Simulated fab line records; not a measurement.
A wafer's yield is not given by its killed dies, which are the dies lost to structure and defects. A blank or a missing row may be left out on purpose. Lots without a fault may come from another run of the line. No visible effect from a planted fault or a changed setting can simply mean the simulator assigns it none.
fab line records	flow sky130
record: lots: 10	wafers: 30	last-day: 50
route steps=708 shown VIA1@482 METAL2@503 VIA2@521 METAL3@533 PAD_OPEN@708
lots untouched by any fault: they come from a run of this same line in which no faults occurred
start-h: start of the lot's first displayed wafer, in hours after the record's first day	wait-h: hours since the lot's step before	" unchanged from the row above	L1.1+2: several wafers, shown together as one row	- no value present, or no start provided	* or withheld: withheld	< > ~ a bound
route shown NAME@n: names a module that has steps shown in the file, with the first one's number in the route	usual: average and standard deviation across the fault-free wafers	same: alike in all rows	chamber/n: place in a boat	sites: each site's reading	_std_site: standard deviation across them	_edge_site: the outer-site mean with the inner-site mean subtracted	radius-mm: how far each site lies from the wafer's centre	mask NAME#n: copy n	behind: the most recent tool/chamber to have shaped the wafer	hold: why the lot went on hold/how many hours it stayed there/how the hold came to an end	device: names the non-switching transistor (n, p or np)	end of line: the tests these same wafers got at the end of their route	step lacking rows: just its recipe	killed: at the first sort, the dies lost to defects and structure; wafer yield is something else	map: dies across one wafer; x = killed, . = not, _ = none there
set.NAME: the setting the step ran with; set.NAME@STEP: the setting that earlier step ran with	model.NAME: the simulator's own value behind a step, which no gauge read
route steps across a sampled set of lots; one table per step, one row per wafer
services: when a tool's chamber went out of use (start-h, in hours from the record's first day, below 0 if earlier), for how many hours, and the reason
== steps ==
step: SKY_VIA1_CMP_24
recipe: stop-on: SiO2	t-overpolish-s: 15	down-force-psi: 3.5	platen-rpm: 60	target-thk-nm: 0	pad-velocity-m-s: 0.94248
usual: motor-current-A: 10.9/1.1	overpolish-run-s: 15.000/0.0092	time-to-endpoint-s: 63/4.1
lot.wafer	tool	chamber	start-h	wait-h	motor-current-A	overpolish-run-s	time-to-endpoint-s
L735.2	cmp-02	3	799.67	0.0	8.5	15.006	57
L735.1	"	1	"	"	12.2	15.009	64
L735.3	"	2	"	"	13.0	15.002	61
L737.4	cmp-02	3	809.33	0.0	8.9	15.008	60
L737.5	"	3	"	"	8.7	14.992	59
L737.6	"	0	"	"	10.9	14.998	58
L741.2	cmp-01	2	846.93	0.0	10.4	15.002	61
L741.4	"	3	"	"	11.5	15.001	64
L741.1	"	0	"	"	11.2	14.990	67
L745.4	cmp-01	0	880.33	0.0	10.3	14.997	63
L745.3	"	1	"	"	11.9	15.007	62
L745.2	"	3	"	"	11.6	14.990	62
L748.1	cmp-01	1	901.83	0.1	10.8	14.992	58
L748.4	"	3	"	"	11.4	15.003	62
L748.5	"	2	"	"	11.1	14.997	60
L749.2	cmp-01	0	905.42	0.1	10.2	14.999	66
L749.4	"	1	"	"	11.3	14.984	65
L749.6	"	3	"	"	11.4	15.006	65
L750.4	cmp-02	0	912.70	0.3	10.3	14.999	60
L750.6	"	2	"	"	13.2	14.996	66
L750.5	"	3	"	"	8.5	14.992	61
L754.4	cmp-02	2	941.54	0.1	12.6	15.008	62
L754.3	"	3	"	"	9.0	14.996	62
L754.5	"	0	"	"	10.5	14.997	59
L755.4	cmp-02	3	942.48	0.1	8.8	15.009	65
L755.2	"	1	"	"	11.5	14.990	68
L755.5	"	3	"	"	8.6	15.011	62
L756.3	cmp-02	0	949.19	0.0	10.3	15.002	56
L756.4	"	2	"	"	12.7	14.993	59
L756.2	"	3	"	"	9.2	15.012	60
step: SKY_METAL2_STRIP_20
recipe: chemistry: O2/N2	power-w: 1400	pressure-mtorr: 1500	platen-temp-c: withheld	o2-flow-sccm: 3000	n2-flow-sccm: 300	overash-fraction: 0.5
usual: drypump-motor-current-A: 5.7/0.32	oes-product-au: 0.341/0.0053	strip-time-to-endpoint-s: 2.65/0.066
lot.wafer	tool	chamber	start-h	wait-h	drypump-motor-current-A	oes-product-au	rf-hours-counter-h	strip-time-to-endpoint-s
L735.1	plasma-asher-02	0	826.50	0.1	6.1	0.348	94	2.66
L735.2	"	1	"	"	5.7	0.327	94	2.61
L735.3	"	0	"	"	6.1	0.337	-	2.61
L737.4	plasma-asher-01	0	836.88	0.1	5.9	0.344	-	2.67
L737.5	"	1	"	"	5.8	0.337	-	2.68
L737.6	"	0	"	"	5.9	0.347	-	2.74
L741.1	plasma-asher-01	1	874.34	0.1	5.8	0.337	76	2.58
L741.2	"	0	"	"	5.9	0.342	76	2.72
L741.4	"	1	"	"	5.8	0.339	-	2.74
L745.2	plasma-asher-04	0	907.35	0.1	5.7	0.346	49	2.69
L745.3	"	1	"	"	5.0	0.348	-	2.61
L745.4	"	0	"	"	5.7	0.342	-	2.71
L748.1	plasma-asher-04	1	927.40	0.1	5.0	0.332	51	2.57
L748.4	"	1	"	"	5.0	0.344	-	2.59
L748.5	"	0	"	"	5.8	0.341	-	2.63
L749.2	plasma-asher-04	0	932.01	0.1	5.8	0.343	52	2.60
L749.4	"	1	"	"	5.0	0.340	-	2.58
L749.6	"	1	"	"	5.0	0.344	-	2.70
L750.4	plasma-asher-01	1	938.85	0.1	5.8	0.339	-	2.60
L750.5	"	0	"	"	5.9	0.330	-	2.61
L750.6	"	1	"	"	5.8	0.340	-	2.69
L754.3	plasma-asher-04	1	967.12	0.1	5.1	0.342	-	2.60
L754.4	"	0	"	"	5.7	0.349	-	2.68
L754.5	"	1	"	"	5.0	0.338	-	2.67
L755.2	plasma-asher-04	1	967.76	0.1	5.0	0.340	54	2.65
L755.4	"	1	"	"	5.0	0.336	-	2.60
L755.5	"	1	"	"	5.0	0.345	-	2.60
L756.2	plasma-asher-04	1	974.32	0.1	5.0	0.343	55	2.82
L756.3	"	0	"	"	5.7	0.352	-	2.83
L756.4	"	1	"	"	5.0	0.343	-	2.71
step: SKY_VIA2_ETCH_14
recipe: chemistry: N2/H2	target: BARC	ion-energy-ev: 200	source-w: 500	bias-w: 100	pressure-mtorr: 30	n2-flow-sccm: 100	h2-flow-sccm: 200	stop-on: SiO2	time-s: 45.9	target-depth-a: 600
usual: bias-w: 100.0/0.31	chamber-pressure-mTorr: 30.003/0.028	drypump-motor-current-A: 5.8/0.37	oes-product-au: 0.855/0.0047	throttle-valve-pct: 13.225/0.0086
lot.wafer	tool	chamber	start-h	wait-h	bias-w	chamber-pressure-mTorr	drypump-motor-current-A	oes-product-au	rf-hours-counter-h	throttle-valve-pct
L735.1	rie-diel-04	2	854.71	0.0	100.3	29.962	6.4	0.857	8	13.235
L735.2	"	3	"	"	100.1	29.986	5.7	0.850	26	13.224
L735.3	"	1	"	"	99.7	29.991	6.0	0.845	26	13.221
L737.4	rie-diel-04	2	864.70	0.0	100.1	29.957	6.4	0.851	-	13.227
L737.5	"	3	"	"	100.0	30.017	5.7	0.856	-	13.220
L737.6	"	1	"	"	99.9	29.990	6.0	0.855	-	13.221
L741.1	rie-diel-04	3	902.08	0.0	99.8	30.019	5.7	0.853	28	13.232
L741.2	"	2	"	"	100.4	29.973	6.4	0.855	10	13.237
L741.4	"	0	"	"	100.2	29.953	5.9	0.852	-	13.228
L745.2	rie-diel-03	0	933.45	0.0	100.2	29.983	5.8	0.856	10	13.221
L745.3	"	1	"	"	99.8	30.005	5.5	0.857	3	13.224
L745.4	"	3	"	"	100.2	30.025	5.3	0.850	17	13.204
L748.1	rie-diel-04	0	953.23	0.0	-	-	-	-	-	-
L748.4	"	3	"	"	-	-	-	-	-	-
L748.5	"	2	"	"	-	-	-	-	-	-
L749.2	rie-diel-02	0	958.36	0.0	-	-	-	-	-	-
L749.4	"	3	"	"	-	-	-	-	-	-
L749.6	"	1	"	"	-	-	-	-	-	-
L750.4	rie-diel-02	1	964.23	0.0	-	-	-	-	-	-
L750.5	"	3	"	"	-	-	-	-	-	-
L750.6	"	0	"	"	-	-	-	-	-	-
L754.3	rie-diel-04	0	992.50	0.0	100.1	30.017	5.9	0.853	5	13.214
L754.4	"	2	"	"	99.8	30.033	6.4	0.858	14	13.229
L754.5	"	0	"	"	100.1	29.982	5.9	0.856	-	13.215
L755.2	rie-diel-04	1	992.85	0.0	99.8	29.973	5.9	0.860	1	13.240
L755.4	"	3	"	"	100.4	29.956	5.7	0.855	0	13.232
L755.5	"	2	"	"	99.6	29.991	6.4	0.850	-	13.225
L756.2	rie-diel-04	0	999.71	0.0	100.0	30.054	5.9	0.858	5	13.234
L756.3	"	3	"	"	99.8	29.976	5.7	0.851	1	13.202
L756.4	"	2	"	"	100.0	29.962	6.4	0.854	14	13.229
step: SKY_VIA2_ETCH_15
recipe: target: SiO2	chemistry: C4F8/O2/Ar	target-depth-nm: 546	stop-on: TiN	mask-material: KrF-thick	source-w: 1500	bias-w: 1200	pressure-mtorr: 40	c4f8-flow-sccm: withheld	O2_flow_sccm: 6	Ar_flow_sccm: 300	time-s: 84
usual: bias-w: 1201/3.5	chamber-pressure-mTorr: 40.00/0.037	oes-product-au: 0.939/0.0046
lot.wafer	tool	chamber	start-h	wait-h	bias-w	chamber-pressure-mTorr	oes-product-au	rf-hours-counter-h
L735.1	rie-diel-04	2	854.75	0.0	1202	40.02	0.933	8
L735.2	"	3	"	"	1199	40.01	0.935	26
L735.3	"	1	"	"	1203	39.96	0.935	26
L737.4	rie-diel-04	2	864.75	0.0	1205	40.05	0.940	-
L737.5	"	3	"	"	1206	40.00	0.938	-
L737.6	"	1	"	"	1197	40.06	0.941	-
L741.1	rie-diel-04	3	902.12	0.0	1201	39.96	0.930	28
L741.2	"	2	"	"	1200	39.99	0.943	10
L741.4	"	0	"	"	1200	40.01	0.937	-
L745.2	rie-diel-03	0	933.50	0.0	1196	39.97	0.939	10
L745.3	"	1	"	"	1204	40.01	0.932	3
L745.4	"	3	"	"	1198	40.05	0.944	17
L748.1	rie-diel-04	0	953.27	0.0	1197	40.04	0.376	3
L748.4	"	3	"	"	1205	40.01	0.376	-
L748.5	"	2	"	"	1202	39.93	0.376	-
L749.2	rie-diel-02	0	958.41	0.0	1204	39.99	0.377	17
L749.4	"	3	"	"	1199	39.99	0.367	-
L749.6	"	1	"	"	1199	39.97	0.371	-
L750.4	rie-diel-02	1	964.29	0.0	1193	40.00	0.371	-
L750.5	"	3	"	"	1200	40.06	0.372	-
L750.6	"	0	"	"	1210	39.96	0.375	-
L754.3	rie-diel-04	0	992.55	0.0	1200	39.91	0.933	5
L754.4	"	2	"	"	1199	39.98	0.932	14
L754.5	"	0	"	"	1194	39.99	0.935	-
L755.2	rie-diel-04	1	992.90	0.0	1199	40.08	0.936	1
L755.4	"	3	"	"	1199	39.97	0.934	0
L755.5	"	2	"	"	1203	40.03	0.935	-
L756.2	rie-diel-04	0	999.76	0.0	1205	39.96	0.934	5
L756.3	"	3	"	"	1200	39.95	0.933	1
L756.4	"	2	"	"	1197	39.99	0.941	14
step: SKY_VIA2_STRIP_16
recipe: chemistry: O2/N2	power-w: 1400	pressure-mtorr: 1500	platen-temp-c: withheld	o2-flow-sccm: 3000	n2-flow-sccm: 300	overash-fraction: 0.5
usual: drypump-motor-current-A: 5.87/0.12	oes-product-au: 0.399/0.0047	strip-time-to-endpoint-s: 4.057/0.029
lot.wafer	tool	chamber	start-h	wait-h	drypump-motor-current-A	oes-product-au	rf-hours-counter-h	strip-time-to-endpoint-s
L735.1	plasma-asher-02	1	854.82	0.0	5.69	0.398	97	4.049
L735.2	"	0	"	"	6.05	0.393	97	4.027
L735.3	"	0	"	"	6.03	0.399	-	4.005
L737.4	plasma-asher-02	1	864.82	0.0	5.71	0.396	-	4.028
L737.5	"	1	"	"	5.71	0.394	-	4.063
L737.6	"	0	"	"	6.04	0.396	-	4.026
L741.1	plasma-asher-02	0	902.18	0.0	6.04	0.395	101	4.034
L741.2	"	1	"	"	5.72	0.397	101	4.102
L741.4	"	0	"	"	6.02	0.404	-	4.084
L745.2	plasma-asher-03	0	933.56	0.0	5.98	0.397	17	4.050
L745.3	"	0	"	"	5.98	0.408	-	4.078
L745.4	"	1	"	"	5.85	0.402	-	4.039
L748.1	plasma-asher-02	0	953.33	0.0	6.03	0.418	107	4.496
L748.4	"	1	"	"	5.71	0.416	-	4.476
L748.5	"	0	"	"	6.02	0.419	-	4.507
L749.2	plasma-asher-01	1	958.47	0.0	5.82	0.421	85	4.456
L749.4	"	1	"	"	5.81	0.413	-	4.450
L749.6	"	1	"	"	5.80	0.425	-	4.523
L750.4	plasma-asher-01	1	964.35	0.0	5.80	0.414	-	4.490
L750.5	"	0	"	"	5.85	0.413	-	4.454
L750.6	"	1	"	"	5.80	0.418	-	4.489
L754.3	plasma-asher-03	1	992.64	0.1	5.85	0.397	-	4.043
L754.4	"	0	"	"	5.98	0.409	-	4.076
L754.5	"	1	"	"	5.88	0.404	-	4.069
L755.2	plasma-asher-01	1	992.96	0.0	5.81	0.396	89	4.085
L755.4	"	0	"	"	5.89	0.412	-	4.093
L755.5	"	1	"	"	5.82	0.398	-	4.089
L756.2	plasma-asher-01	0	999.82	0.0	5.85	0.389	90	4.051
L756.3	"	1	"	"	5.80	0.400	-	4.118
L756.4	"	0	"	"	5.83	0.399	-	4.054
step: SKY_METAL3_SPUTTER_01
recipe: material: TiN	target-thk-nm: 20	power-w: 6500	time-s: 16.7	chamber-pressure-pa: 0.4
usual: chamber-pressure-pa: 0.4000/0.00085	throttle-valve-pct: 29.6/0.8
lot.wafer	tool	chamber	start-h	wait-h	chamber-pressure-pa	throttle-valve-pct
L735.1	pvd-sputter-03	-	856.12	0.0	0.3991	30.7
L735.2	"	-	"	"	0.4001	30.7
L735.3	"	-	"	"	0.4004	28.6
L737.4	pvd-sputter-03	-	866.07	0.0	0.4010	30.6
L737.5	"	-	"	"	0.4008	30.6
L737.6	"	-	"	"	0.4000	28.6
L741.1	pvd-sputter-03	-	903.47	0.0	0.4004	30.7
L741.2	"	-	"	"	0.4004	28.7
L741.4	"	-	"	"	0.4010	30.7
L745.2	pvd-sputter-03	-	934.95	0.0	0.3997	28.9
L745.3	"	-	"	"	0.3994	30.9
L745.4	"	-	"	"	0.4007	28.2
L754.3	pvd-sputter-03	-	993.90	0.0	0.4008	30.9
L754.4	"	-	"	"	0.3998	30.7
L754.5	"	-	"	"	0.3998	28.6
L755.2	pvd-sputter-01	-	994.24	0.0	0.4005	30.4
L755.4	"	-	"	"	0.4004	29.5
L755.5	"	-	"	"	0.4002	30.2
L756.2	pvd-sputter-03	-	1001.23	0.0	0.4003	30.4
L756.3	"	-	"	"	0.3994	30.8
L756.4	"	-	"	"	0.4001	28.6
step: SKY_PAD_OPEN_PROBE_99
usual: defect-limited-yield: 82.7/1.7	killed_at_M0_to_M3: 41/6.2	killed_at_M4_up: 3.0/1.7	killed-at-contacts: 25/5.8	killed-at-front-end: 16/4.5	killed-at-other: 0.2/0.42	killed-dies: 85/8.4	killed-on-rim: 17/4.1	killed-open: 46/5.9	killed-short: 39/6.3	sort_bin_3_pad_short: 0.9/0.4	sort_bin_5_function: 10.2/1.3	sort_bin_6_memory: 6.2/1	sort-n-pass: 407/8.4	sort-yield-pct: 82.7/1.7
same: gross-dies: 492	killed-at-back-side: 0	sort_bin_4_leakage[%]: 0	sort_bin_8_speed[%]: 0
lot.wafer	tool	chamber	start-h	wait-h	defect-limited-yield[%]	killed_at_M0_to_M3	killed_at_M4_up	killed-at-contacts	killed-at-front-end	killed-at-other	killed-dies	killed-on-rim	killed-open	killed-short	sort_bin_3_pad_short[%]	sort_bin_5_function[%]	sort_bin_6_memory[%]	sort-n-pass	sort-yield-pct[%]
L735.1	prober-02	-	1083.19	0.1	84.1	49	5	10	14	0	78	12	43	35	1.4	10.0	4.5	414	84.1
L735.2	prober-02	-	1083.24	0.1	79.5	38	2	31	30	0	101	17	63	38	1.4	13.6	5.5	391	79.5
L735.3	prober-02	-	1083.29	0.2	84.8	35	2	19	19	0	75	11	43	32	0.8	7.9	6.5	417	84.8
L737.4	prober-02	-	1090.72	0.2	80.5	43	4	30	19	0	96	21	55	41	0.6	11.2	7.7	396	80.5
L737.5	prober-02	-	1090.77	0.2	82.1	32	4	32	19	1	88	24	46	42	0.6	9.8	7.5	404	82.1
L737.6	prober-02	-	1090.82	0.2	81.7	51	2	24	13	0	90	18	53	37	1.0	11.6	5.7	402	81.7
L748.1	prober-01	-	1159.86	0.1	0	450	3	23	16	0	492	96	49	38	2.0	92.9	5.1	0	0
L748.4	prober-01	-	1160.01	0.2	0	455	0	15	21	1	492	96	41	42	0.6	91.9	7.5	0	0
L748.5	prober-01	-	1160.06	0.2	0	451	5	20	16	0	492	96	47	37	1.2	92.5	6.3	0	0
L749.2	prober-02	-	1161.86	0.1	0	449	2	26	15	0	492	96	50	43	0.6	92.3	7.1	0	0
L749.4	prober-02	-	1161.96	0.2	0	447	3	28	14	0	492	96	47	33	1.0	94.1	4.9	0	0
L749.6	prober-02	-	1162.06	0.2	0	444	3	30	15	0	492	96	43	43	0.8	93.9	5.3	0	0
L750.4	prober-01	-	1166.07	0.2	0	449	2	23	18	0	492	96	49	41	0.2	92.5	7.3	0	0
L750.5	prober-01	-	1166.12	0.2	0	457	3	19	13	0	492	96	47	36	1.0	94.3	4.7	0	0
L750.6	prober-01	-	1166.17	0.2	0	449	3	25	14	1	492	96	42	42	1.8	93.7	4.5	0	0
L755.2	prober-01	-	1187.02	0.1	83.9	33	6	20	20	0	79	11	37	42	1.8	8.9	5.3	413	83.9
L755.4	prober-01	-	1187.12	0.2	83.7	42	3	25	10	0	80	13	44	36	1.2	10.2	4.9	412	83.7
L755.5	prober-01	-	1187.17	0.2	82.7	39	6	20	20	0	85	19	35	48	1.2	9.3	6.7	407	82.7
L756.2	prober-01	-	1191.62	0.1	80.3	43	5	24	25	0	97	13	45	52	0.4	12.0	7.3	395	80.3
L756.3	prober-01	-	1191.67	0.2	82.5	27	1	27	30	1	86	13	55	30	0.6	9.3	7.5	406	82.5
L756.4	prober-01	-	1191.72	0.2	84.8	30	1	26	17	1	75	11	37	37	0.8	8.3	6.1	417	84.8
killed by level:class
L735.1 VIA1:geometric-particle:open=14 VIA2:geometric-particle:open=7 VIA1:geometric-particle:short=6 METAL2:geometric-particle:short=6 FIELD_ISO:geometric-particle:open=5 VIA3:geometric-particle:open=5 FIELD_ISO:geometric-particle:short=4 METAL1:geometric-particle:short=4
L735.2 CONTACT:geometric-particle:open=13 VIA1:geometric-particle:open=12 LI_CONTACT:geometric-particle:open=8 FIELD_ISO:geometric-particle:open=7 POLY_GATE:geometric-particle:short=7 VIA2:geometric-particle:open=6 POLY_GATE:geometric-particle:open=5 LOCAL_INTERCONNECT:geometric-particle:short=5
L735.3 VIA3:geometric-particle:open=8 CONTACT:geometric-particle:open=7 POLY_GATE:geometric-particle:open=7 METAL2:geometric-particle:short=7 LOCAL_INTERCONNECT:geometric-particle:short=5 VIA2:geometric-particle:open=5 FIELD_ISO:geometric-particle:open=4 FIELD_ISO:geometric-particle:short=4
L737.4 LI_CONTACT:geometric-particle:open=11 VIA3:geometric-particle:open=7 VIA1:geometric-particle:open=7 CONTACT:geometric-particle:short=6 VIA2:geometric-particle:open=6 CONTACT:geometric-particle:open=6 VIA1:geometric-particle:short=5 METAL2:geometric-particle:short=5
L737.5 LI_CONTACT:geometric-particle:open=10 CONTACT:geometric-particle:short=9 CONTACT:geometric-particle:open=8 VIA1:geometric-particle:open=7 VIA1:geometric-particle:short=7 FIELD_ISO:geometric-particle:short=5 POLY_GATE:geometric-particle:short=5 VIA2:geometric-particle:open=4
L737.6 VIA1:geometric-particle:open=15 CONTACT:geometric-particle:open=11 VIA2:geometric-particle:open=10 VIA3:geometric-particle:short=7 METAL1:geometric-particle:short=6 FIELD_ISO:geometric-particle:open=4 LI_CONTACT:geometric-particle:open=4 LOCAL_INTERCONNECT:geometric-particle:short=4
L748.1 VIA2:area-etch=403 VIA1:geometric-particle:open=11 VIA2:geometric-particle:open=8 LI_CONTACT:geometric-particle:open=7 CONTACT:geometric-particle:open=7 VIA1:geometric-particle:short=6 METAL1:geometric-particle:short=6 FIELD_ISO:geometric-particle:open=5
L748.4 VIA2:area-etch=406 VIA1:geometric-particle:open=13 VIA2:geometric-particle:open=9 METAL2:geometric-particle:short=7 VIA1:geometric-particle:short=6 METAL3:geometric-particle:short=6 FIELD_ISO:geometric-particle:short=5 POLY_GATE:geometric-particle:open=5
L748.5 VIA2:area-etch=406 CONTACT:geometric-particle:open=9 VIA3:geometric-particle:open=9 VIA1:geometric-particle:short=6 METAL2:geometric-particle:short=6 VIA2:geometric-particle:open=6 VIA1:geometric-particle:open=5 LI_CONTACT:geometric-particle:open=4
L749.2 VIA2:area-etch=399 VIA1:geometric-particle:open=15 VIA3:geometric-particle:open=10 CONTACT:geometric-particle:open=9 LI_CONTACT:geometric-particle:open=7 VIA2:geometric-particle:open=5 CONTACT:geometric-particle:short=5 METAL1:geometric-particle:short=5
L749.4 VIA2:area-etch=412 CONTACT:geometric-particle:open=16 VIA1:geometric-particle:open=9 LI_CONTACT:geometric-particle:open=7 METAL2:geometric-particle:short=7 LOCAL_INTERCONNECT:geometric-particle:short=4 POLY_GATE:geometric-particle:open=3 METAL1:geometric-particle:short=3
L749.6 VIA2:area-etch=406 VIA1:geometric-particle:open=11 CONTACT:geometric-particle:open=9 LI_CONTACT:geometric-particle:open=8 CONTACT:geometric-particle:short=6 LI_CONTACT:geometric-particle:short=5 VIA3:geometric-particle:open=5 POLY_GATE:geometric-particle:open=4
L750.4 VIA2:area-etch=402 VIA1:geometric-particle:open=16 CONTACT:geometric-particle:open=10 VIA1:geometric-particle:short=9 FIELD_ISO:geometric-particle:short=6 VIA3:geometric-particle:open=5 VIA2:geometric-particle:short=5 POLY_GATE:geometric-particle:short=4
L750.5 VIA2:area-etch=409 VIA1:geometric-particle:open=12 VIA2:geometric-particle:open=11 CONTACT:geometric-particle:open=10 CONTACT:geometric-particle:short=6 METAL2:geometric-particle:short=6 VIA1:geometric-particle:short=4 VIA3:geometric-particle:open=4
L750.6 VIA2:area-etch=408 VIA1:geometric-particle:open=13 CONTACT:geometric-particle:open=10 FIELD_ISO:geometric-particle:short=6 VIA2:geometric-particle:short=6 LI_CONTACT:geometric-particle:open=5 METAL1:geometric-particle:short=5 VIA1:geometric-particle:short=4
L755.2 CONTACT:geometric-particle:open=10 VIA3:geometric-particle:open=7 METAL4:geometric-particle:short=6 POLY_GATE:geometric-particle:open=5 METAL2:geometric-particle:short=5 FIELD_ISO:geometric-particle:short=4 POLY_GATE:geometric-particle:short=4 VIA2:geometric-particle:short=4
L755.4 CONTACT:geometric-particle:open=11 VIA1:geometric-particle:open=10 VIA3:geometric-particle:open=8 METAL1:geometric-particle:short=7 CONTACT:geometric-particle:short=5 VIA2:geometric-particle:open=5 FIELD_ISO:geometric-particle:open=3 FIELD_ISO:geometric-particle:short=3
L755.5 FIELD_ISO:geometric-particle:short=7 VIA2:geometric-particle:short=7 POLY_GATE:geometric-particle:short=6 CONTACT:geometric-particle:open=6 CONTACT:geometric-particle:short=5 VIA1:geometric-particle:open=5 VIA2:geometric-particle:open=5 POLY_GATE:geometric-particle:open=4
L756.2 LOCAL_INTERCONNECT:geometric-particle:short=10 METAL1:geometric-particle:short=8 VIA1:geometric-particle:open=8 METAL2:geometric-particle:short=8 POLY_GATE:geometric-particle:open=6 CONTACT:geometric-particle:open=6 FIELD_ISO:geometric-particle:short=5 FIELD_ISO:geometric-particle:open=5
L756.3 CONTACT:geometric-particle:open=11 FIELD_ISO:geometric-particle:open=9 POLY_GATE:geometric-particle:open=8 VIA2:geometric-particle:open=6 LI_CONTACT:geometric-particle:open=6 VIA1:geometric-particle:open=6 FIELD_ISO:geometric-particle:short=5 CONTACT:geometric-particle:short=5
L756.4 CONTACT:geometric-particle:open=9 CONTACT:geometric-particle:short=7 VIA3:geometric-particle:open=6 VIA1:geometric-particle:short=5 FIELD_ISO:geometric-particle:short=4 FIELD_ISO:geometric-particle:open=4 POLY_GATE:geometric-particle:short=4 LI_CONTACT:geometric-particle:open=4
== services ==
tool	chamber	start-h	hours	kind
rie-diel-02	-	793.79	2.9	repair
rie-diel-02	-	797.84	2.8	pm
cmp-02	-	801.44	4.4	repair
rie-diel-02	1	819.37	5.7	repair
pvd-sputter-03	-	819.83	2.2	repair
cmp-01	-	832.16	0.3	repair
cmp-01	-	847.93	1.6	repair
plasma-asher-04	-	851.89	6.8	repair
cmp-02	-	852.12	1.7	repair
plasma-asher-01	-	865.62	2.9	repair
cmp-01	-	866.99	4.4	repair
rie-diel-04	1	898.57	21.4	repair
plasma-asher-02	-	905.53	1.8	repair
cmp-01	-	912.00	4.0	pm
plasma-asher-02	-	923.32	2.3	repair
cmp-02	-	924.56	2.2	repair
cmp-01	-	936.42	0.9	repair
plasma-asher-04	-	940.73	9.9	repair
rie-diel-04	-	948.00	2.8	pm
pvd-sputter-03	-	951.15	5.0	repair
rie-diel-02	2	955.72	16.4	repair
pvd-sputter-03	-	959.51	15.5	repair
plasma-asher-02	-	975.31	159.8	pm
rie-diel-02	-	985.45	38.1	repair
== key ==
first-sign: step: SKY_VIA2_ETCH_14	reading: tool-record	direction: missing
effect: step: SKY_VIA2_ETCH_15	reading: oes-product-au	direction: down	sigmas: 99+	usual: 0.939	struck: 0.373
effect: step: SKY_VIA2_STRIP_16	reading: strip-time-to-endpoint-s	direction: up	sigmas: 14	usual: *	struck: *
effect: step: SKY_PAD_OPEN_PROBE_99	reading: killed_at_M0_to_M3	direction: up	sigmas: 66	usual: 41	struck: 450
more-kills-born-at: SKY_VIA2_ETCH_14@rie-diel-02: 2436	SKY_VIA2_ETCH_14@rie-diel-04: 1215
met-at SKY_VIA2_ETCH_14
struck-lots L748,L749,L750
later-rows-left-out L748.1,L748.4,L748.5,L749.2,L749.4,L749.6,L750.4,L750.5,L750.6
not-acting-at SKY_VIA1_CMP_24,SKY_METAL2_STRIP_20,SKY_METAL3_SPUTTER_01
onset-between 902.08 953.23
fault: kind: skipped-step-whole	tool: rie-diel-02,rie-diel-04	chamber: -	onset-h: 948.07	steps: SKY_VIA2_ETCH_14	scope: struck-lots-only
later-rows-left-out: the simulator's readings of these wafers behind a module that went badly wrong aren't trusted and aren't shown, but for the sort
